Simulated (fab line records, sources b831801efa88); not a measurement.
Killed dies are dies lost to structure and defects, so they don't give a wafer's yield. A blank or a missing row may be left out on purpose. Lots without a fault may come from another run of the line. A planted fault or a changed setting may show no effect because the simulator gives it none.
One fault seen from 2 desks | flow gf180mcu | each desk has only its own numbers; what lay behind them comes last

THE METROLOGY DESK
What the gauges read, lot by lot, whatever tool the lot ran on: means of the sampled wafers that have a number. A lot is out of limits, marked OUT, if its mean lies more than 4 standard deviations from the usual mean; the brackets give that distance.
Columns: A = V3_CVD_00_THK at GF_V3_THK_MEAS_01, usual 601 nm; B = V3_OVL at GF_V3_OVL_MEAS_15, usual -3 nm
lot  | first seen here | A             | B
L724 | day 22 11:34    | 599           | -11
L725 | day 22 22:50    | 595           | 0
L726 | day 22 23:59    | 588           | -1
L730 | day 24 10:33    | 599           | 2
L731 | day 25 00:14    | 597           | -1
L735 | day 26 04:26    | 599           | -9
L736 | day 26 05:35    | 600           | -6
L740 | day 27 11:10    | 506 (-14) OUT | -10
L741 | day 27 19:16    | 510 (-13) OUT | -6
L743 | day 28 02:35    | 595           | 1
L744 | day 28 11:05    | 594           | 1
L747 | day 29 11:09    | 599           | -0
This desk's finding: out of limits on L740, L741; first on L740, day 27 11:10 (V3_CVD_00_THK at GF_V3_THK_MEAS_01). In limits: L724, L725, L726, L730, L731, L735, L736, L743, L744, L747.

THE TOOL OWNER'S DESK: hdpcvd-02
The tool's own readings at GF_V3_CVD_00 (deposits SiO2, target thk 600 nm, time 100 s): means of the sampled wafers that have a number, for each lot that ran on this tool. A lot is out of limits, marked OUT, if its mean lies more than 4 standard deviations from the usual mean; the brackets give that distance.
Columns: A = sih4_flow_sccm at GF_V3_CVD_00, usual 59.98 sccm
lot  | first seen here | A
L724 | day 22 11:28    | 60.13
L735 | day 26 04:22    | 59.90
L740 | day 27 11:06    | 50.00 (-59) OUT
L741 | day 27 19:11    | 50.04 (-58) OUT
This desk's finding: out of limits on L740, L741; first on L740, day 27 11:06 (sih4_flow_sccm at GF_V3_CVD_00). In limits: L724, L735.

PUT TOGETHER
The tool owner's desk could have raised an alarm at day 27 11:06, on L740, L741.
The metrology desk could have raised an alarm at day 27 11:10, on L740, L741.
Of the lots named, all ran GF_V3_CVD_00 on hdpcvd-02.

WHAT THE SIMULATOR HAD PUT IN
Process parameter drift: hdpcvd-02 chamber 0, from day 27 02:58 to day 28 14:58, at GF_V3_CVD_00. Setting sih4_flow_sccm, moved by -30, from 60. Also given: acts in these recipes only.
Lots struck among those shown: L740, L741.
Hours from the fault's start to each desk's first reading out of limits: the tool owner's desk, 8; the metrology desk, 8.
